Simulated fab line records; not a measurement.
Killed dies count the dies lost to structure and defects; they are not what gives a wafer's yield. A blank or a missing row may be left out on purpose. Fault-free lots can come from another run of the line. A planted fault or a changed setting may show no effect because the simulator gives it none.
Which tool did it? || flow sky130 || 11 lots, 33 wafers sampled, at 3 steps of a route of 708

== WHAT THE GAUGES SHOWED, per wafer ==
SKY_LDD_P_OVL_MEAS_08.
{"lot": "L718", "measured": "day 19 08:07", "on": "overlay-02", "LDD_P_OVL (nm)": "2.2 2.7 1.2"}
{"lot": "L719", "measured": "day 19 20:42", "on": "overlay-02", "LDD_P_OVL (nm)": "-0.6 1.1 0.0"}
{"lot": "L720", "measured": "day 20 21:40", "on": "overlay-01", "LDD_P_OVL (nm)": "1.3 0.6 1.7"}
{"lot": "L721", "measured": "day 20 20:11", "on": "overlay-01", "LDD_P_OVL (nm)": "0.6 1.0 2.1"}
{"lot": "L728", "measured": "day 23 13:04", "on": "overlay-02", "LDD_P_OVL (nm)": "0.9 1.1 -0.2"}
{"lot": "L729", "measured": "day 24 06:28", "on": "overlay-02", "LDD_P_OVL (nm)": "-0.2 -0.6 0.6"}
{"lot": "L733", "measured": "day 25 07:49", "on": "overlay-02", "LDD_P_OVL (nm)": "-1.6 -2.5 -1.2"}
{"lot": "L735", "measured": "day 26 00:46", "on": "overlay-01", "LDD_P_OVL (nm)": "-1.3 -1.3 -1.1"}
{"lot": "L736", "measured": "day 26 11:09", "on": "overlay-01", "LDD_P_OVL (nm)": "0.4 -0.9 -0.2"}
{"lot": "L740", "measured": "day 27 11:42", "on": "overlay-01", "LDD_P_OVL (nm)": "-0.1 0.3 1.1"}
{"lot": "L741", "measured": "day 28 04:58", "on": "overlay-01", "LDD_P_OVL (nm)": "-1.2 -2.2 -1.6"}

== WHICH TOOL RAN EACH LOT (tool, then ch and the chambers of the sampled wafers, then the start) ==
{"lot": "L718", "SKY_FIELD_ISO_WET_ETCH_28": "wet-bench-03 ch 0, day 2 10:31", "SKY_NWELL_STRIP_14": "plasma-asher-01 ch 0,1, day 4 13:53"}
{"lot": "L719", "SKY_FIELD_ISO_WET_ETCH_28": "wet-bench-04 ch 2, day 2 17:22", "SKY_NWELL_STRIP_14": "plasma-asher-02 ch 0,1, day 4 23:16"}
{"lot": "L720", "SKY_FIELD_ISO_WET_ETCH_28": "wet-bench-01 ch 2, day 3 06:02", "SKY_NWELL_STRIP_14": "plasma-asher-01 ch 0,1, day 5 15:09"}
{"lot": "L721", "SKY_FIELD_ISO_WET_ETCH_28": "wet-bench-01 ch 3, day 3 06:02", "SKY_NWELL_STRIP_14": "plasma-asher-02 ch 0,1, day 5 14:46"}
{"lot": "L728", "SKY_FIELD_ISO_WET_ETCH_28": "wet-bench-03 ch 1, day 4 14:59", "SKY_NWELL_STRIP_14": "plasma-asher-02 ch 0,1, day 7 04:58"}
{"lot": "L729", "SKY_FIELD_ISO_WET_ETCH_28": "wet-bench-03 ch 3, day 4 20:52", "SKY_NWELL_STRIP_14": "plasma-asher-03 ch 1, day 7 06:34"}
{"lot": "L733", "SKY_FIELD_ISO_WET_ETCH_28": "wet-bench-04 ch 2, day 5 21:41", "SKY_NWELL_STRIP_14": "plasma-asher-01 ch 0,1, day 8 12:43"}
{"lot": "L735", "SKY_FIELD_ISO_WET_ETCH_28": "wet-bench-01 ch 2, day 6 08:07", "SKY_NWELL_STRIP_14": "plasma-asher-02 ch 0,1, day 9 02:20"}
{"lot": "L736", "SKY_FIELD_ISO_WET_ETCH_28": "wet-bench-01 ch 3, day 6 12:32", "SKY_NWELL_STRIP_14": "plasma-asher-03 ch 0,1, day 9 06:43"}
{"lot": "L740", "SKY_FIELD_ISO_WET_ETCH_28": "wet-bench-01 ch 1, day 7 07:17", "SKY_NWELL_STRIP_14": "plasma-asher-02 ch 0,1, day 10 03:47"}
{"lot": "L741", "SKY_FIELD_ISO_WET_ETCH_28": "wet-bench-04 ch 2, day 7 13:55", "SKY_NWELL_STRIP_14": "plasma-asher-02 ch 0,1, day 10 10:19"}
- SKY_FIELD_ISO_WET_ETCH_28: etches SiO2 in dHF, target depth 23.7 nm, time 47 s.
- SKY_NWELL_STRIP_14: strips in O2/N2.

== THE ANSWER, worked out from the rows above alone ==
Rule: what is usual is taken from the lots themselves. The widest of any qualifying gaps counts: lots, ordered by their means at a reading, are off when they make up no more than a third of the lots, leave a main group of 4 or more, and stand apart from it by 3 or more times the standard deviation of that group's means. A main group is skipped when, at the precision printed for the reading in the tables above, its means are all equal. A lot without any number at a reading at which 4 lots or more have one is off too. All remaining lots with rows at the step are treated as sound.
Across all readings shown, no lot is off: no conclusion can be drawn from this.

== WHAT HAD BEEN PUT IN BY THE SIMULATOR ==
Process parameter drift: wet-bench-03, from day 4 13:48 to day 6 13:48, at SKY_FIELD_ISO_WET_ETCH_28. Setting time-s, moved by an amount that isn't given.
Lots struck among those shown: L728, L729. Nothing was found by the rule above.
